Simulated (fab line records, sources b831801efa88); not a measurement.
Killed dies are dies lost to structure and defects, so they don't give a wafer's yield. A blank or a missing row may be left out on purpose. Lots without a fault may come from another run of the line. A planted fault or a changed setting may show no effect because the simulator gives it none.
Chamber matching | flow gf180mcu | GF_V2_CMP_04 on cmp-02: 4 sister chambers
The step polishes SiO2. 20 wafers are shown with their chamber, then 10 later ones without.

WAFERS WITH THEIR CHAMBER
wafer  | chamber | motor_current_A (A) | time_to_endpoint_s (s) | edge_zone_pressure_frac
L158.2 | 2       | 13.3                | 70                     | 1.004
L158.4 | 1       | 11.8                | 73                     | 0.998
L158.6 | 2       | 13.0                | 64                     | 0.998
L159.3 | 1       | 11.9                | 75                     | 1.001
L159.4 | 0       | 12.3                | 77                     | 1.007
L159.5 | 0       | 11.3                | 73                     | 1.003
L160.1 | 2       | 13.1                | 67                     | 1.002
L160.2 | 3       | 11.5                | 70                     | 1.002
L160.3 | 1       | 11.9                | 79                     | 1.003
L168.1 | 3       | 12.1                | 71                     | 1.006
L168.2 | 1       | 11.8                | 79                     | 1.002
L168.3 | 2       | 12.7                | 73                     | 1.003
L169.3 | 0       | 12.1                | 71                     | 0.999
L169.5 | 3       | 11.4                | 78                     | 0.997
L169.6 | 2       | 12.0                | 80                     | 0.994
L171.2 | 3       | 11.7                | 75                     | 0.996
L171.4 | 0       | 12.4                | 72                     | 1.005
L171.6 | 2       | 13.1                | 72                     | 1.001
L176.2 | 0       | 11.3                | 80                     | 1.001
L176.5 | 0       | 12.4                | 81                     | 1.003

SIGNATURES (means of the wafers above)
reading                 | chamber 0 | chamber 1 | chamber 2 | chamber 3 | scatter within a chamber
motor_current_A         | 11.967    | 11.850    | 12.867    | 11.675    | 0.417
time_to_endpoint_s      | 75.67     | 76.50     | 71.00     | 73.50     | 4.41
edge_zone_pressure_frac | 1.00300   | 1.00100   | 1.00033   | 1.00025   | 0.00343
Rule: a wafer's distance from a chamber is the root of the sum, over the readings, of the square of ((its reading less the chamber's mean) divided by the reading's scatter). The wafer belongs to the nearest chamber; if the next one is less than 2 further off, it can't be placed. The scatter: the root of (the sum of the squares of (reading less its chamber's mean) over the shown wafers, divided by (wafers less chambers)).

WAFERS WITHOUT THEIR CHAMBER
wafer  | motor_current_A (A) | time_to_endpoint_s (s) | edge_zone_pressure_frac
L176.6 | 11.4                | 76                     | 0.999
L179.1 | 12.6                | 72                     | 0.999
L179.2 | 12.1                | 78                     | 1.002
L179.4 | 12.3                | 79                     | 1.000
L180.2 | 11.4                | 82                     | 1.003
L180.5 | 11.4                | 88                     | 1.001
L180.6 | 13.3                | 81                     | 0.999
L181.1 | 12.0                | 76                     | 1.000
L181.2 | 11.7                | 76                     | 1.003
L181.3 | 13.0                | 77                     | 0.991

WHICH CHAMBER EACH WENT THROUGH
wafer  | from the rows above               | in truth
L176.6 | can't be placed: 3 or 1 or 0      | 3
L179.1 | can't be placed: 2 or 0 or 1 or 3 | 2
L179.2 | can't be placed: 0 or 1 or 3 or 2 | 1
L179.4 | can't be placed: 1 or 0 or 3 or 2 | 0
L180.2 | can't be placed: 1 or 0 or 3      | 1
L180.5 | can't be placed: 1 or 0 or 3      | 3
L180.6 | can't be placed: 2 or 0 or 1 or 3 | 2
L181.1 | can't be placed: 1 or 0 or 3 or 2 | 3
L181.2 | can't be placed: 0 or 1 or 3      | 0
L181.3 | can't be placed: 2 or 1 or 3 or 0 | 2
Placed correctly: 0 of 10. Can't be placed from these rows: 10 (the true chamber is among the candidates in 10). Placed wrongly: 0.
